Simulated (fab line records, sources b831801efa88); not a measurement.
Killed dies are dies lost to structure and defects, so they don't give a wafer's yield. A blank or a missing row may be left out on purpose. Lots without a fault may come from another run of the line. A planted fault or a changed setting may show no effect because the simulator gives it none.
Which tool did it? | flow gf180mcu | 11 lots, 33 wafers sampled, at 6 steps of a route of 602

WHAT THE GAUGES READ, wafer by wafer
GF_STI_THK_MEAS_04. Usual: STI_CVD_03_THK 207.1 nm, standard deviation 1.8.
lot  | measured    | on            | STI_CVD_03_THK (nm) | flag
L444 | day 1 14:34 | film_metro-01 | 207.8 208.2 205.6   |
L445 | day 1 20:10 | film_metro-01 | 207.8 206.6 207.1   |
L447 | day 2 06:53 | film_metro-04 | 206.0 208.3 207.7   |
L450 | day 2 21:29 | film_metro-04 | 204.6 205.8 204.8   |
L452 | day 3 06:19 | film_metro-01 | 206.2 208.2 205.5   |
L456 | day 4 01:43 | film_metro-01 | 207.3 206.5 207.6   |
L461 | day 5 03:58 | film_metro-01 | 233.3 234.2 234.4   | OFF
L462 | day 5 08:17 | film_metro-02 | 233.7 233.8 234.1   | OFF
L465 | day 5 22:34 | film_metro-02 | 207.3 208.9 207.3   |
L466 | day 6 03:37 | film_metro-01 | 206.7 206.1 205.1   |
L467 | day 6 08:35 | film_metro-01 | 202.4 204.3 202.0   |

GF_MVPSD_TW_MEAS_11. Usual: MVPSD_TW 550, standard deviation 6.7.
lot  | measured     | on            | MVPSD_TW    | flag
L444 | day 5 02:59  | film_metro-04 | 546 546 541 |
L445 | day 5 05:53  | film_metro-03 | 552 552 554 |
L447 | day 5 19:23  | film_metro-02 | 562 558 558 |
L450 | day 6 14:20  | film_metro-04 | 547 547 542 |
L452 | day 7 00:35  | film_metro-03 | 551 551 545 |
L456 | day 8 00:19  | film_metro-03 | 553 549 546 |
L461 | day 9 06:53  | film_metro-03 | 550 553 551 |
L462 | day 9 11:28  | film_metro-02 | 558 553 557 |
L465 | day 10 05:23 | film_metro-03 | 547 547 550 |
L466 | day 10 11:10 | film_metro-03 | 544 549 549 |
L467 | day 10 17:27 | film_metro-02 | 558 558 558 |

GF_VT_IMPLANT_OVL_MEAS_18. Usual: VT_IMPLANT_01_OVL -0.3 nm, standard deviation 1.2.
lot  | measured     | on         | VT_IMPLANT_01_OVL (nm) | flag
L444 | day 6 07:19  | overlay-02 | 0.5 1.8 -0.1           |
L445 | day 6 10:36  | overlay-02 | 0.1 0.3 0.5            |
L447 | day 7 00:39  | overlay-01 | -2.1 -1.8 0.8          |
L450 | day 7 21:44  | overlay-02 | 0.3 1.2 0.2            |
L452 | day 8 08:53  | overlay-01 | 0.4 0.9 -0.4           |
L456 | day 9 09:13  | overlay-02 | 1.3 1.0 0.6            |
L461 | day 10 18:02 | overlay-01 | -1.6 -0.5 -1.8         |
L462 | day 10 22:47 | overlay-02 | -0.7 -2.1 -1.6         |
L465 | day 11 18:04 | overlay-01 | -1.5 -2.1 -1.0         |
L466 | day 12 00:05 | overlay-01 | -0.4 1.2 1.3           |
L467 | day 12 06:22 | overlay-02 | 0.2 0.0 1.8            |

WHICH TOOL RAN EACH LOT (tool, then ch and the chambers of the sampled wafers, then the start)
lot  | GF_STI_CVD_03              | GF_STI_ETCH_13                    | GF_MVSD_STRIP_10
L444 | lpcvd-02 ch 1, day 1 11:34 | rie_diel-03 ch 0,1, day 2 02:07   | plasma_asher-01 ch 0,1, day 4 12:40
L445 | lpcvd-01 ch 0, day 1 17:10 | rie_diel-03 ch 0,1,3, day 2 07:31 | plasma_asher-01 ch 0,1, day 4 15:32
L447 | lpcvd-02 ch 1, day 2 04:55 | rie_diel-01 ch 0,1,2, day 2 18:53 | plasma_asher-02 ch 0, day 5 04:56
L450 | lpcvd-02 ch 1, day 2 19:29 | rie_diel-03 ch 0,2,3, day 3 10:07 | plasma_asher-01 ch 0,1, day 5 22:35
L452 | lpcvd-02 ch 0, day 3 04:20 | rie_diel-03 ch 0,3, day 3 18:55   | plasma_asher-01 ch 0,1, day 6 08:50
L456 | lpcvd-01 ch 1, day 3 23:41 | rie_diel-03 ch 0,1, day 4 15:23   | plasma_asher-04 ch 0,1, day 7 07:56
L461 | lpcvd-01 ch 0, day 5 01:58 | rie_diel-02 ch 0,1,2, day 5 17:34 | plasma_asher-04 ch 0,1, day 8 12:58
L462 | lpcvd-01 ch 0, day 5 06:18 | rie_diel-02 ch 0,1,3, day 5 22:23 | plasma_asher-02 ch 0,1, day 8 17:35
L465 | lpcvd-01 ch 1, day 5 20:34 | rie_diel-03 ch 0,1,3, day 6 13:35 | plasma_asher-02 ch 0,1, day 9 11:33
L466 | lpcvd-02 ch 0, day 6 01:37 | rie_diel-03 ch 0,1,2, day 6 18:53 | plasma_asher-01 ch 0,1, day 9 17:04
L467 | lpcvd-02 ch 1, day 6 06:34 | rie_diel-02 ch 1,2, day 6 23:29   | plasma_asher-01 ch 0,1, day 9 23:25
- GF_STI_CVD_03: deposits Si3N4 from DCS/NH3, target thk 207.16 nm, time 3551 s.
- GF_STI_ETCH_13: etches the open film in CHF3/O2, stops on Si, target depth 282.31 nm, time 112.9 s.
- GF_MVSD_STRIP_10: strips in O2/N2.

WHAT THE TOOLS THEMSELVES READ (means of the sampled wafers that have a number; where no wafer has one, the mark that the record gives instead)
GF_STI_CVD_03. Usual: spike_tc_bottom_C 789.5 C, standard deviation 2.3; spike_tc_centre_C 770.4 C, standard deviation 1.1; spike_tc_lower_C 770.9 C, standard deviation 1.5; spike_tc_upper_C 769.7 C, standard deviation 1.1; susceptor_temp_C 770.1 C, standard deviation 0.32.
lot  | tool     | spike_tc_bottom_C (C) | spike_tc_centre_C (C) | spike_tc_lower_C (C) | spike_tc_upper_C (C) | susceptor_temp_C (C) | flag
L444 | lpcvd-02 | 790.1                 | 770.5                 | 768.9                | 769.4                | 769.7                |
L445 | lpcvd-01 | 791.7                 | 769.3                 | 772.0                | 769.3                | 770.1                |
L447 | lpcvd-02 | 789.8                 | 771.2                 | 769.0                | 770.3                | 770.2                |
L450 | lpcvd-02 | 789.2                 | 771.0                 | 769.2                | 770.0                | 769.9                |
L452 | lpcvd-02 | 787.6                 | 771.1                 | 771.1                | 770.2                | 770.1                |
L456 | lpcvd-01 | 787.9                 | 769.1                 | 771.0                | 770.3                | 770.4                |
L461 | lpcvd-01 | 798.8                 | 776.0                 | 778.5                | 775.0                | 776.4                | OFF
L462 | lpcvd-01 | 798.3                 | 776.7                 | 778.4                | 775.3                | 776.3                | OFF
L465 | lpcvd-01 | 787.7                 | 769.9                 | 770.5                | 770.5                | 770.3                |
L466 | lpcvd-02 | 787.6                 | 771.6                 | 771.4                | 770.9                | 770.0                |
L467 | lpcvd-02 | 789.9                 | 771.1                 | 769.3                | 769.0                | 770.1                |

GF_STI_ETCH_13. Usual: bias_w 200.0 W, standard deviation 0.59; drypump_motor_current_A 5.8 A, standard deviation 0.44; oes_product_au 0.833 a.u., standard deviation 0.0057; throttle_valve_pct 8.809 %, standard deviation 0.0094.
lot  | tool        | bias_w (W) | drypump_motor_current_A (A) | oes_product_au (a.u.) | throttle_valve_pct (%) | flag
L444 | rie_diel-03 | 200.4      | 5.4                         | 0.836                 | 8.816                  |
L445 | rie_diel-03 | 200.4      | 5.3                         | 0.836                 | 8.802                  |
L447 | rie_diel-01 | 199.8      | 6.1                         | 0.839                 | 8.811                  |
L450 | rie_diel-03 | 200.2      | 5.6                         | 0.831                 | 8.805                  |
L452 | rie_diel-03 | 199.8      | 5.2                         | 0.829                 | 8.807                  |
L456 | rie_diel-03 | 200.2      | 5.5                         | 0.834                 | 8.810                  |
L461 | rie_diel-02 | 199.8      | 5.9                         | 0.897                 | 8.825                  | OFF
L462 | rie_diel-02 | 200.3      | 5.9                         | 0.891                 | 8.821                  | OFF
L465 | rie_diel-03 | 200.0      | 5.3                         | 0.830                 | 8.804                  |
L466 | rie_diel-03 | 199.8      | 5.7                         | 0.825                 | 8.807                  |
L467 | rie_diel-02 | 200.0      | 5.9                         | 0.828                 | 8.801                  |

GF_MVSD_STRIP_10. Usual: drypump_motor_current_A 5.77 A, standard deviation 0.27; heater_power_w 331 W, standard deviation 22; oes_product_au 0.723 a.u., standard deviation 0.0044; strip_time_to_endpoint_s 36.98 s, standard deviation 0.12.
lot  | tool            | drypump_motor_current_A (A) | heater_power_w (W) | oes_product_au (a.u.) | strip_time_to_endpoint_s (s) | flag
L444 | plasma_asher-01 | 5.85                        | 331                | 0.723                 | 36.80                        |
L445 | plasma_asher-01 | 5.85                        | 328                | 0.720                 | 36.99                        |
L447 | plasma_asher-02 | 6.08                        | 310                | 0.724                 | 36.99                        |
L450 | plasma_asher-01 | 5.85                        | 327                | 0.719                 | 37.01                        |
L452 | plasma_asher-01 | 5.90                        | 352                | 0.726                 | 37.06                        |
L456 | plasma_asher-04 | 5.49                        | 329                | 0.727                 | 36.97                        |
L461 | plasma_asher-04 | 5.46                        | 328                | 0.725                 | 37.01                        |
L462 | plasma_asher-02 | 5.88                        | 322                | 0.718                 | 36.91                        |
L465 | plasma_asher-02 | 5.70                        | 325                | 0.723                 | 36.91                        |
L466 | plasma_asher-01 | 5.85                        | 325                | 0.724                 | 37.08                        |
L467 | plasma_asher-01 | 5.87                        | 353                | 0.723                 | 37.06                        |

THE ANSWER, worked out from the rows above alone
Rule: a lot is off if the mean of its wafers that have a number lies more than 3 standard deviations from the usual mean. A lot without any number at a reading at which 4 lots or more have one is off too. The other lots that the step has rows for count as sound. The gauges are gone through in route order, then the tools' own readings, and for those a lot's mean is taken as printed above. The first step at which some lot is off is used, and at that step the reading that is off furthest; a lot without a number counts as furthest.
Off: L461, L462, at GF_STI_THK_MEAS_04 (STI_CVD_03_THK).
A tool fits if, at a process step before that reading, it ran every lot that is off, and no sound lot after the first of them. The gauges at GF_STI_THK_MEAS_04 aren't tried: what is off there is off at GF_STI_CVD_03 too, on other tools, and a gauge's error can't cause that. None of those tried fits.

WHAT THE SIMULATOR HAD PUT IN
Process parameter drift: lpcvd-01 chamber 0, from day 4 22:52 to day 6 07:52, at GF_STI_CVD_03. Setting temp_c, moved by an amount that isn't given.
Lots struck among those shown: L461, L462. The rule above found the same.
